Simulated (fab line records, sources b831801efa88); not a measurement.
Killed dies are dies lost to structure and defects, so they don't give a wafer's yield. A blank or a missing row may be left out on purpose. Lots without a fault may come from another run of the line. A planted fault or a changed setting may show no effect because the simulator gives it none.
Chamber matching | flow gf180mcu | GF_V4_ETCH_16 on rie_diel-03: 4 sister chambers
The step etches BARC in N2/H2. 8 wafers are shown with their chamber, then 10 later ones without.

WAFERS WITH THEIR CHAMBER
wafer  | chamber | drypump_motor_current_A (A) | rf_fwd_power_W (W)
L077.1 | 2       | 5.2                         | 496.1
L077.5 | 1       | 6.3                         | 495.9
L079.6 | 1       | 6.4                         | 493.4
L080.3 | 2       | 5.2                         | 495.9
L082.5 | 3       | 5.9                         | 497.7
L082.6 | 0       | 5.9                         | 489.6
L083.3 | 0       | 5.9                         | 489.4
L083.4 | 3       | 5.8                         | 495.8

WAFERS WITHOUT THEIR CHAMBER
wafer  | drypump_motor_current_A (A) | rf_fwd_power_W (W)
L083.5 | 5.2                         | 498.7
L086.1 | 5.8                         | 488.9
L086.2 | 5.9                         | 498.7
L086.4 | 5.3                         | 494.5
L092.2 | 6.3                         | 493.7
L092.4 | 5.9                         | 496.0
L092.5 | 6.4                         | 494.9
L097.4 | 5.9                         | 488.8
L097.5 | 6.3                         | 492.8
L097.6 | 5.9                         | 494.8

WHICH CHAMBER EACH WENT THROUGH
wafer  | from the rows above | in truth
L083.5 | 2                   | 2
L086.1 | 0                   | 0
L086.2 | 3                   | 3
L086.4 | 2                   | 2
L092.2 | 1                   | 1
L092.4 | 3                   | 3
L092.5 | 1                   | 1
L097.4 | 0                   | 0
L097.5 | 1                   | 1
L097.6 | 3                   | 3
Placed correctly: 10 of 10. Can't be placed from these rows: 0. Placed wrongly: 0.
How it was worked out, from the rows above alone: a wafer's distance from a chamber is the root of the sum, over the readings, of the square of ((its reading less the chamber's mean) divided by the reading's scatter). The wafer belongs to the nearest chamber; if the next one is less than 2 further off, it can't be placed. A chamber's mean is the mean of its shown wafers. The scatter: the root of (the sum of the squares of (reading less its chamber's mean) over the shown wafers, divided by (wafers less chambers)).
